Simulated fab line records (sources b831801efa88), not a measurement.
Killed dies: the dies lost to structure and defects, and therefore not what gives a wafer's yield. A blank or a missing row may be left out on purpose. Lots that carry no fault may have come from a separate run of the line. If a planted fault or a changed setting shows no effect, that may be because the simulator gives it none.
fab line records	flow sky130
record: lots: 7	wafers: 19	lastDay: 50
route steps=708 shown LOCAL_INTERCONNECT@394 CONTACT@406
lots that met no fault: taken from a fault-free run of the same line
startH: start of the lot's first displayed wafer, in hours after the record's first day	waitH: hours from the lot's prior step to this one	" as in the row above	L1.1+2: a row that stands for several wafers	- either no value or no given start	* or withheld: withheld	< > ~ a bound
route shown NAME@n: a module of which the file shows steps, and the number in the route of the first	usual: mean/standard deviation of fault-free wafers	same: alike in all rows	chamber/n: place in a boat	sites: readings site by site	_std_site: their standard deviation	_edge_site: mean of outer sites minus mean of inner sites	radiusMm: how far each site lies from the wafer's centre	mask NAME#n: copy n	behind: tool/chamber where the wafer was last shaped	hold: why the lot was held/for how many hours/how that ended	device: the transistor (n, p or np) that didn't switch	end of line: tests of these same wafers at the route's end	for a step that has no rows: nothing shown but its recipe	killed: dies lost to structure and defects at the first sort, not the wafer's yield	map: a wafer's dies, marking killed ones x, the rest . and places with no die _
set.NAME: the setting the step ran with; set.NAME@STEP: the setting that earlier step ran with	model.NAME: the simulator's own value behind a step, which no gauge read
a table for each step, a row for each wafer; lots at some steps of the route
services: the hour from which a tool's chamber was out of use, counted from the record's first day as startH (under 0 if before that day), plus the number of hours and why
== steps ==
step: SKY_LOCAL_INTERCONNECT_SOFTBAKE_07
recipe: tempC: 100	timeS: 90	resist: KrF-thick
step: SKY_LOCAL_INTERCONNECT_EXPOSE_08
recipe: maskId: LI1M	na: 0.8	sourceShape: annular	sigmaInner: 0.55	sigmaOuter: 0.85	targetCdNm: 170	doseMj: 28
step: SKY_LOCAL_INTERCONNECT_PEB_09
recipe: pebTempC: withheld	pebTimeS: withheld	resist: KrF-thick
step: SKY_LOCAL_INTERCONNECT_DEVELOP_10
recipe: developTimeS: 60	resist: KrF-thick	devTempC: 21
step: SKY_LOCAL_INTERCONNECT_CD_MEAS_11
recipe: targetCdNm: 170
usual: cdNm: 170.3/1.5
lot.wafer	tool	chamber	startH	waitH	cdNm
L709.2	cdSem-02	-	747.60	-	170.4
L709.3	"	-	"	"	170.3
L709.5	"	-	"	"	171.1
L714.2	cdSem-01	-	795.91	-	173.4
L714.3	"	-	"	"	172.1
L714.4	"	-	"	"	172.0
L715.3	cdSem-02	-	806.13	-	170.2
L715.4	"	-	"	"	169.6
L715.5	"	-	"	"	170.9
L717.3	cdSem-01	-	806.86	-	170.6
L717.4	"	-	"	"	169.0
L719.1	cdSem-02	-	824.28	-	171.4
L719.2	"	-	"	"	169.7
L719.5	"	-	"	"	169.8
L721.3	cdSem-02	-	840.36	-	171.3
L721.5	"	-	"	"	171.0
L727.1	cdSem-01	-	880.63	-	170.3
L727.2	"	-	"	"	169.1
L727.6	"	-	"	"	170.1
step: SKY_LOCAL_INTERCONNECT_OVL_MEAS_12
usual: LOCAL_INTERCONNECT_OVL: -6/5
lot.wafer	tool	chamber	startH	waitH	LOCAL_INTERCONNECT_OVL[nm]
L709.2	overlay-02	-	747.70	0.1	-12
L709.3	"	-	"	"	-9
L709.5	"	-	"	"	-11
L714.2	overlay-02	-	796.02	0.1	-11
L714.3	"	-	"	"	-2
L714.4	"	-	"	"	-8
L715.3	overlay-02	-	806.23	0.1	12
L715.4	"	-	"	"	2
L715.5	"	-	"	"	6
L717.3	overlay-01	-	806.95	0.1	1
L717.4	"	-	"	"	3
L719.1	overlay-01	-	824.40	0.1	-6
L719.2	"	-	"	"	-15
L719.5	"	-	"	"	-8
L721.3	overlay-02	-	840.45	0.1	3
L721.5	"	-	"	"	-5
L727.1	overlay-02	-	880.75	0.1	-10
L727.2	"	-	"	"	-11
L727.6	"	-	"	"	-9
step: SKY_LOCAL_INTERCONNECT_ETCH_13
recipe: chemistry: N2/H2	target: BARC	ionEnergyEv: 200	biasW: 100	pressureMtorr: 30	n2FlowSccm: 100	h2FlowSccm: 200	icpW: 500	stopOn: SiO2	timeS: 45.9	targetDepthA: 600
usual: drypumpMotorCurrentA: 5.5/0.39	oesProductAu: 0.855/0.0047	throttleValvePct: 13.225/0.0091
same: timeS: 45.9
lot.wafer	tool	chamber	startH	waitH	drypumpMotorCurrentA	oesProductAu	rfHoursCounterH	throttleValvePct
L709.2	rieMetal-02	0	747.73	0.0	5.8	0.864	2	13.235
L709.3	"	1	"	"	5.0	0.855	-	13.225
L709.5	"	1	"	"	5.0	0.847	-	13.234
L714.2	rieMetal-04	0	796.05	0.0	5.9	0.849	5	13.220
L714.3	"	0	"	"	5.9	0.853	-	13.222
L714.4	"	1	"	"	5.7	0.860	-	13.227
L715.3	rieMetal-04	0	806.27	0.0	5.9	0.855	-	13.242
L715.4	"	1	"	"	5.7	0.850	-	13.226
L715.5	"	0	"	"	5.8	0.854	-	13.237
L717.3	rieMetal-02	0	807.00	0.0	5.8	0.854	-	13.221
L717.4	"	1	"	"	5.0	0.848	-	13.221
L719.1	rieMetal-02	1	824.43	0.0	5.0	0.854	7	13.230
L719.2	"	0	"	"	5.8	0.860	4	13.231
L719.5	"	1	"	"	5.0	0.854	-	13.238
L721.3	rieMetal-04	0	840.50	0.0	5.9	0.845	-	13.232
L721.5	"	0	"	"	5.9	0.853	-	13.234
L727.1	rieMetal-04	1	880.79	0.0	5.7	0.859	16	13.218
L727.2	"	0	"	"	5.9	0.862	9	13.209
L727.6	"	0	"	"	5.9	0.858	-	13.234
step: SKY_LOCAL_INTERCONNECT_METAL_ETCH_14
recipe: targetDepthNm: 110	stopOn: PSG	chemistry: Cl2/BCl3	target: TiN	resistSidewallDeg: 88	pressureMtorr: 10	icpW: 900	biasW: 48.5	Cl2_flow_sccm: 60	bcl3FlowSccm: 30	timeS: 31.4
step: SKY_LOCAL_INTERCONNECT_STRIP_15
recipe: chemistry: O2/N2	powerW: 1400	pressureMtorr: 1500	platenTempC: withheld	o2FlowSccm: 3000	n2FlowSccm: 300	overashFraction: 0.5
usual: drypumpMotorCurrentA: 5.7/0.38	oesProductAu: 0.427/0.004	stripTimeToEndpointS: 4.708/0.028
lot.wafer	tool	chamber	startH	waitH	drypumpMotorCurrentA	oesProductAu	rfHoursCounterH	stripTimeToEndpointS
L709.2	plasmaAsher-02	1	747.85	0.0	5.5	0.421	1	4.685
L709.3	"	1	"	"	5.5	0.419	-	4.684
L709.5	"	1	"	"	5.5	0.426	-	4.689
L714.2	plasmaAsher-01	1	796.16	0.0	5.9	0.422	100	4.736
L714.3	"	1	"	"	5.9	0.428	-	4.719
L714.4	"	0	"	"	5.7	0.424	-	4.688
L715.3	plasmaAsher-02	1	806.40	0.1	5.5	0.420	-	4.756
L715.4	"	0	"	"	5.4	0.423	-	4.698
L715.5	"	1	"	"	5.5	0.431	-	4.743
L717.3	plasmaAsher-01	0	807.12	0.1	5.7	0.433	-	4.685
L717.4	"	1	"	"	5.9	0.426	-	4.704
L719.1	plasmaAsher-04	0	824.55	0.0	6.6	0.429	65	4.666
L719.2	"	1	"	"	5.4	0.425	65	4.656
L719.5	"	1	"	"	5.4	0.429	-	4.684
L721.3	plasmaAsher-04	1	840.62	0.1	5.4	0.434	-	4.762
L721.5	"	1	"	"	5.4	0.433	-	4.746
L727.1	plasmaAsher-02	0	880.90	0.0	5.4	0.419	14	4.736
L727.2	"	1	"	"	5.5	0.427	14	4.744
L727.6	"	0	"	"	5.4	0.427	-	4.767
step: SKY_LOCAL_INTERCONNECT_STRIP_16
recipe: chemistry: postEtchResidueRemover	timeS: 1200	tempC: 72.5
step: SKY_LOCAL_INTERCONNECT_CLEAN_17
recipe: chemistry: IPA	timeS: 180	tempC: 25
step: SKY_LOCAL_INTERCONNECT_CLEAN_18
recipe: chemistry: O3/DIW	dry: n2Spin
step: SKY_CONTACT_CVD_00
recipe: material: Si3N4	targetThkNm: 75	tempC: 400	timeS: withheld	rfW: 450
usual: heaterPowerW: 770/110
lot.wafer	tool	chamber	startH	waitH	heaterPowerW	model.Si3N4_of_CONTACT_CVD_00.thkNm
L709.2	pecvd-02	0	748.45	0.0	644	74.82
L709.3	"	0	"	"	647	76.26
L709.5	"	2	"	"	720	73.81
L714.2	pecvd-04	2	796.76	0.0	851	74.54
L714.3	"	0	"	"	819	74.18
L714.4	"	2	"	"	858	75.47
L715.3	pecvd-03	0	806.96	0.0	635	75.35
L715.4	"	2	"	"	737	75.69
L715.5	"	1	"	"	700	76.11
L717.3	pecvd-04	1	807.68	0.0	968	99
L717.4	"	2	"	"	789	75.57
L719.1	pecvd-04	0	825.14	0.0	819	74.15
L719.2	"	1	"	"	972	99.99
L719.5	"	2	"	"	825	75.36
L721.3	pecvd-04	0	841.18	0.0	731	101.3
L721.5	"	1	"	"	922	75.34
L727.1	pecvd-02	0	881.49	0.0	594	73.61
L727.2	"	1	"	"	860	75.55
L727.6	"	0	"	"	591	75.23
step: SKY_CONTACT_THK_MEAS_01
recipe: reads: Si3N4_of_CONTACT_CVD_00
usual: CONTACT_CVD_00_THK: 74.9/1.1
lot.wafer	tool	chamber	startH	waitH	CONTACT_CVD_00_THK[nm]
L709.2	filmMetro-03	-	748.51	-	74.8
L709.3	"	-	"	"	76.2
L709.5	"	-	"	"	73.8
L714.2	filmMetro-04	-	796.80	-	74.5
L714.3	"	-	"	"	74.2
L714.4	"	-	"	"	75.5
L715.3	filmMetro-01	-	807.01	-	75.3
L715.4	"	-	"	"	75.7
L715.5	"	-	"	"	76.1
L717.3	filmMetro-04	-	807.73	-	98.9
L717.4	"	-	"	"	75.6
L719.1	filmMetro-03	-	825.17	-	74.2
L719.2	"	-	"	"	100.0
L719.5	"	-	"	"	75.3
L721.3	filmMetro-04	-	841.24	-	101.3
L721.5	"	-	"	"	75.3
L727.1	filmMetro-01	-	881.52	-	73.6
L727.2	"	-	"	"	75.6
L727.6	"	-	"	"	75.2
step: SKY_CONTACT_HDPCVD_02
recipe: material: SiO2	targetThkNm: 565	sigmaOpenFrac: 0.3	timeS: 94.2	tempC: 600	sih4FlowSccm: 60	pressureMtorr: 6
step: SKY_CONTACT_THK_MEAS_03
recipe: reads: SiO2_of_CONTACT_HDPCVD_02
usual: CONTACT_HDPCVD_THK: 565/9
lot.wafer	tool	chamber	startH	waitH	CONTACT_HDPCVD_THK[nm]
L709.2	filmMetro-01	-	748.79	0.2	566
L709.3	"	-	"	"	546
L709.5	"	-	"	"	569
L714.2	filmMetro-01	-	796.93	0.0	567
L714.3	"	-	"	"	569
L714.4	"	-	"	"	565
L715.3	filmMetro-01	-	807.14	0.1	580
L715.4	"	-	"	"	556
L715.5	"	-	"	"	576
L717.3	filmMetro-01	-	807.86	0.1	570
L717.4	"	-	"	"	554
L719.1	filmMetro-01	-	825.30	0.0	560
L719.2	"	-	"	"	572
L719.5	"	-	"	"	573
L721.3	filmMetro-04	-	841.36	0.1	569
L721.5	"	-	"	"	567
L727.1	filmMetro-04	-	881.65	0.0	561
L727.2	"	-	"	"	562
L727.6	"	-	"	"	566
step: SKY_CONTACT_CMP_04
recipe: material: SiO2	downForcePsi: 4	platenRpm: 60	padVelocityMS: 0.94248
usual: motorCurrentA: 11.8/1.3
lot.wafer	tool	chamber	startH	waitH	motorCurrentA
L709.2	cmp-02	1	749.41	0.6	9.6
L709.3	"	3	"	"	11.0
L709.5	"	1	"	"	9.6
L714.4	cmp-02	1	796.98	0.0	9.7
L714.2	"	2	"	"	12.1
L714.3	"	3	"	"	11.3
L715.3	cmp-02	1	807.23	0.1	9.6
L715.4	"	3	"	"	11.3
L715.5	"	1	"	"	9.5
L717.4	cmp-02	1	808.73	0.8	9.2
L717.3	"	2	"	"	12.0
L719.2	cmp-01	3	825.41	0.1	13.8
L719.1	"	0	"	"	10.9
L719.5	"	3	"	"	14.7
L721.3	cmp-02	0	841.55	0.2	10.6
L721.5	"	1	"	"	9.0
L727.2	cmp-01	1	881.71	0.0	11.5
L727.1	"	0	"	"	10.4
L727.6	"	1	"	"	13.0
step: SKY_CONTACT_BOW_MEAS_05
recipe: mode: bow
usual: CONTACT_BOW: 81/6.6
lot.wafer	tool	chamber	startH	waitH	CONTACT_BOW[um]
L709.2	filmMetro-04	-	749.68	0.2	88
L709.3	"	-	"	"	76
L709.5	"	-	"	"	78
L714.2	filmMetro-04	-	797.30	0.2	79
L714.3	"	-	"	"	78
L714.4	"	-	"	"	73
L715.3	filmMetro-03	-	807.52	0.2	76
L715.4	"	-	"	"	86
L715.5	"	-	"	"	86
L717.3	filmMetro-01	-	809.02	0.2	77
L717.4	"	-	"	"	67
L719.1	filmMetro-01	-	825.66	0.1	86
L719.2	"	-	"	"	79
L719.5	"	-	"	"	80
L721.3	filmMetro-01	-	841.74	0.1	83
L721.5	"	-	"	"	80
L727.1	filmMetro-03	-	882.01	0.1	75
L727.2	"	-	"	"	81
L727.6	"	-	"	"	80
step: SKY_CONTACT_DEHYDRATE_06
recipe: tempC: 200	timeS: 60
step: SKY_CONTACT_HMDS_07
recipe: primeTimeS: 60	primeTempC: 120
step: SKY_CONTACT_COAT_08
recipe: resist: BARC	tempC: withheld	timeS: withheld	spinRpm: 3000	resistThkNm: 60
step: SKY_CONTACT_COAT_09
recipe: resist: KrF-thick	spinRpm: 3000	resistThkNm: 450
step: SKY_CONTACT_SOFTBAKE_10
recipe: tempC: 100	timeS: 90	resist: KrF-thick
step: SKY_CONTACT_EXPOSE_11
recipe: maskId: CTM1	na: 0.8	sourceShape: annular	sigmaInner: 0.55	sigmaOuter: 0.85	targetCdNm: 170	doseMj: 38
step: SKY_CONTACT_PEB_12
recipe: pebTempC: withheld	pebTimeS: withheld	resist: KrF-thick
step: SKY_CONTACT_DEVELOP_13
recipe: developTimeS: 60	resist: KrF-thick	devTempC: 21
step: SKY_CONTACT_CD_MEAS_14
recipe: targetCdNm: 170
usual: cdNm: 170.1/1.3
lot.wafer	tool	chamber	startH	waitH	cdNm
L709.2	cdSem-01	-	777.27	-	169.2
L709.3	"	-	"	"	167.6
L709.5	"	-	"	"	167.7
L714.2	cdSem-01	-	823.39	-	172.2
L714.3	"	-	"	"	172.1
L714.4	"	-	"	"	171.8
L715.3	cdSem-01	-	833.96	-	169.1
L715.4	"	-	"	"	168.5
L715.5	"	-	"	"	168.9
L717.3	cdSem-02	-	835.09	-	170.7
L717.4	"	-	"	"	170.9
L719.1	cdSem-02	-	852.62	-	171.4
L719.2	"	-	"	"	172.4
L719.5	"	-	"	"	172.0
L721.3	cdSem-02	-	868.51	-	168.4
L721.5	"	-	"	"	169.1
L727.1	cdSem-02	-	907.56	-	170.5
L727.2	"	-	"	"	172.3
L727.6	"	-	"	"	170.7
step: SKY_CONTACT_OVL_MEAS_15
usual: CONTACT_OVL: 4/5.8
lot.wafer	tool	chamber	startH	waitH	CONTACT_OVL[nm]
L709.2	overlay-02	-	777.38	0.1	13
L709.3	"	-	"	"	12
L709.5	"	-	"	"	10
L714.2	overlay-02	-	823.50	0.1	8
L714.3	"	-	"	"	14
L714.4	"	-	"	"	9
L715.3	overlay-02	-	834.05	0.1	8
L715.4	"	-	"	"	9
L715.5	"	-	"	"	5
L717.3	overlay-01	-	835.19	0.1	3
L717.4	"	-	"	"	9
L719.1	overlay-02	-	852.74	0.1	2
L719.2	"	-	"	"	7
L719.5	"	-	"	"	9
L721.3	overlay-01	-	868.60	0.1	-1
L721.5	"	-	"	"	2
L727.1	overlay-01	-	907.68	0.1	-5
L727.2	"	-	"	"	-5
L727.6	"	-	"	"	-6
step: SKY_CONTACT_ETCH_16
recipe: chemistry: N2/H2	target: BARC	ionEnergyEv: 200	sourceW: 500	biasW: 100	pressureMtorr: 30	n2FlowSccm: 100	h2FlowSccm: 200	stopOn: SiO2	timeS: 45.9	targetDepthA: 600
usual: drypumpMotorCurrentA: 5.7/0.59	oesProductAu: 0.854/0.005	throttleValvePct: 13.226/0.0091
same: timeS: 45.9
lot.wafer	tool	chamber	startH	waitH	drypumpMotorCurrentA	oesProductAu	rfHoursCounterH	throttleValvePct
L709.2	rieDiel-03	3	777.41	0.0	6.3	0.848	20	13.232
L709.3	"	1	"	"	5.9	0.854	13	13.230
L709.5	"	0	"	"	5.6	0.853	-	13.230
L714.2	rieDiel-03	0	823.53	0.0	5.6	0.860	30	13.220
L714.3	"	1	"	"	5.9	0.850	14	13.229
L714.4	"	3	"	"	6.3	0.854	21	13.220
L715.3	rieDiel-01	0	834.08	0.0	6.5	0.853	17	13.228
L715.4	"	1	"	"	5.4	0.856	16	13.221
L715.5	"	3	"	"	4.8	0.852	-	13.213
L717.3	rieDiel-03	2	835.21	0.0	5.0	0.849	23	13.220
L717.4	"	0	"	"	5.6	0.850	30	13.194
L719.1	rieDiel-02	1	852.78	0.0	5.7	0.859	20	13.239
L719.2	"	0	"	"	5.6	0.858	28	13.228
L719.5	"	1	"	"	5.7	0.855	-	13.224
L721.3	rieDiel-01	3	868.63	0.0	4.8	0.845	3	13.221
L721.5	"	2	"	"	6.5	0.854	-	13.237
L727.1	rieDiel-01	2	907.72	0.0	6.6	0.845	17	13.223
L727.2	"	0	"	"	6.5	0.853	20	13.227
L727.6	"	1	"	"	5.4	0.850	-	13.220
step: SKY_CONTACT_ETCH_17
recipe: target: SiO2	chemistry: C4F8/O2/Ar	stopOn: Si3N4	maskMaterial: KrF-thick	sourceW: 1500	biasW: 1200	pressureMtorr: 40	c4f8FlowSccm: withheld	O2_flow_sccm: 6	Ar_flow_sccm: 300	timeS: withheld	targetDepthA: 3400
step: SKY_CONTACT_ETCH_18
recipe: target: Si3N4	chemistry: CHF3/O2	stopOn: TiN	sourceW: 600	biasW: 200	pressureMtorr: 40	chf3FlowSccm: 50	O2_flow_sccm: 5	timeS: 39	targetDepthA: 750
usual: drypumpMotorCurrentA: 5.7/0.59	oesProductAu: 0.853/0.0086	throttleValvePct: 8.792/0.0085
same: timeS: 39
lot.wafer	tool	chamber	startH	waitH	drypumpMotorCurrentA	oesProductAu	rfHoursCounterH	throttleValvePct	model.etch.depthNm
L709.2	rieDiel-03	3	-	-	6.2	0.855	20	8.794	74.82
L709.3	"	1	"	"	5.9	0.861	13	8.795	76.26
L709.5	"	0	"	"	5.6	0.849	-	8.773	73.81
L714.2	rieDiel-03	0	-	-	5.6	0.848	30	8.805	74.54
L714.3	"	1	"	"	5.9	0.850	14	8.796	74.18
L714.4	"	3	"	"	6.3	0.851	21	8.794	75.47
L715.3	rieDiel-01	0	-	-	6.5	0.857	17	8.796	75.35
L715.4	"	1	"	"	5.4	0.863	16	8.784	75.69
L715.5	"	3	"	"	4.8	0.861	-	8.796	76.11
L717.3	rieDiel-03	2	-	-	5.0	1.000	23	8.832	99
L717.4	"	0	"	"	5.6	0.857	30	8.790	75.57
L719.1	rieDiel-02	1	-	-	5.7	0.841	20	8.800	74.15
L719.2	"	0	"	"	5.6	0.984	28	8.827	96.43
L719.5	"	1	"	"	5.7	0.855	-	8.778	75.36
L721.3	rieDiel-01	3	-	-	4.8	0.970	3	8.801	94.11
L721.5	"	2	"	"	6.6	0.855	-	8.794	75.34
L727.1	rieDiel-01	2	-	-	6.5	0.850	17	8.798	73.61
L727.2	"	0	"	"	6.5	0.850	20	8.793	75.55
L727.6	"	1	"	"	5.4	0.854	-	8.788	75.23
step: SKY_CONTACT_STRIP_19
recipe: chemistry: O2/N2	powerW: 1400	pressureMtorr: 1500	platenTempC: withheld	o2FlowSccm: 3000	n2FlowSccm: 300	overashFraction: 0.5
usual: drypumpMotorCurrentA: 5.65/0.23	oesProductAu: 0.380/0.0045	stripTimeToEndpointS: 3.61/0.047
lot.wafer	tool	chamber	startH	waitH	drypumpMotorCurrentA	oesProductAu	rfHoursCounterH	stripTimeToEndpointS
L709.2	plasmaAsher-03	1	777.54	-	5.61	0.384	30	3.54
L709.3	"	0	"	"	6.03	0.380	-	3.54
L709.5	"	0	"	"	6.04	0.378	-	3.59
L714.2	plasmaAsher-01	0	823.66	-	5.72	0.374	103	3.62
L714.3	"	1	"	"	5.91	0.378	-	3.58
L714.4	"	0	"	"	5.72	0.379	-	3.56
L715.3	plasmaAsher-02	1	834.24	-	5.46	0.379	-	3.64
L715.4	"	0	"	"	5.33	0.380	-	3.63
L715.5	"	0	"	"	5.35	0.385	-	3.65
L717.3	plasmaAsher-03	1	835.38	-	5.59	0.381	-	3.53
L717.4	"	0	"	"	6.05	0.380	-	3.61
L719.1	plasmaAsher-01	1	852.91	-	5.89	0.380	106	3.54
L719.2	"	0	"	"	5.74	0.377	106	3.57
L719.5	"	0	"	"	5.72	0.381	-	3.53
L721.3	plasmaAsher-01	1	868.79	-	5.90	0.381	-	3.66
L721.5	"	0	"	"	5.72	0.391	-	3.59
L727.1	plasmaAsher-03	1	907.85	-	5.63	0.381	42	3.57
L727.2	"	0	"	"	6.03	0.372	42	3.66
L727.6	"	0	"	"	6.02	0.381	-	3.64
== services ==
tool	chamber	startH	hours	kind
rieDiel-02	-	727.50	2.8	pm
rieDiel-02	-	732.92	0.5	repair
plasmaAsher-02	-	733.75	9.0	pm
rieDiel-03	-	734.95	5.1	repair
cmp-01	-	737.26	0.6	repair
rieDiel-01	3	743.25	7.0	repair
cmp-02	-	744.16	4.0	pm
cmp-01	-	745.02	0.6	repair
rieDiel-01	3	750.73	13.2	repair
rieMetal-02	-	753.57	28.1	pm
rieDiel-03	-	768.26	4.0	pm
rieMetal-04	-	771.82	2.8	pm
rieDiel-01	-	774.59	0.5	repair
rieMetal-04	0	780.77	2.3	repair
plasmaAsher-01	-	796.90	1.2	repair
rieDiel-01	0	811.03	12.7	repair
cmp-02	-	819.59	3.8	repair
rieDiel-03	3	849.11	9.0	repair
plasmaAsher-03	-	857.92	4.0	repair
rieDiel-03	3	863.28	6.6	repair
pecvd-04	0	872.69	23.0	repair
plasmaAsher-03	-	874.41	15.6	pm
rieMetal-02	-	895.91	0.3	repair
plasmaAsher-02	-	907.00	2.8	pm
== key ==
firstSign: step: SKY_CONTACT_THK_MEAS_01	reading: CONTACT_CVD_00_THK	direction: up	sigmas: 23	usual: 74.9	struck: 100.1
effect: step: SKY_CONTACT_ETCH_18	reading: oesProductAu	direction: up	sigmas: 15	usual: 0.853	struck: 0.985
modelEffect: step: SKY_CONTACT_CVD_00	value: Si3N4_of_CONTACT_CVD_00.thkNm	without: 73.07	struck: 100.1
modelEffect: step: SKY_CONTACT_ETCH_18	value: etch.depthNm	without: 73.07	struck: 96.51
moreKillsBornAt: SKY_CONTACT_ETCH_18@rieDiel-01: 409	SKY_CONTACT_ETCH_18@rieDiel-02: 368
metAt SKY_CONTACT_CVD_00
struckWafers L717.3,L719.2,L721.3
laterRowsLeftOut L719.2,L721.3
sortLeftOut L717.3
testerLeftOut L717,L719,L721
onsetBetween 796.76 807.68
fault: kind: processParameterDrift	tool: pecvd-04	chamber: -	onsetH: 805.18	steps: SKY_CONTACT_CVD_00	channel: targetThkNm	offset: 27.225	shape: step	endH: 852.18	scope: struckWafersOnly	actsIn: theseRecipesOnly	stated: 75
testerLeftOut: of these lots the tester's yield and bins aren't shown, on N5 and GAA mostly nor the transistor test; their killed dies are dies lost to structure and defects alone, not to doping, threshold or leakage, so they don't give the yield
sortLeftOut: the simulated sort isn't trusted on such a fault, so these wafers' sort isn't shown, and their yield isn't known
laterRowsLeftOut: the simulator's readings of these wafers behind a module that went badly wrong aren't trusted and aren't shown, but for the sort
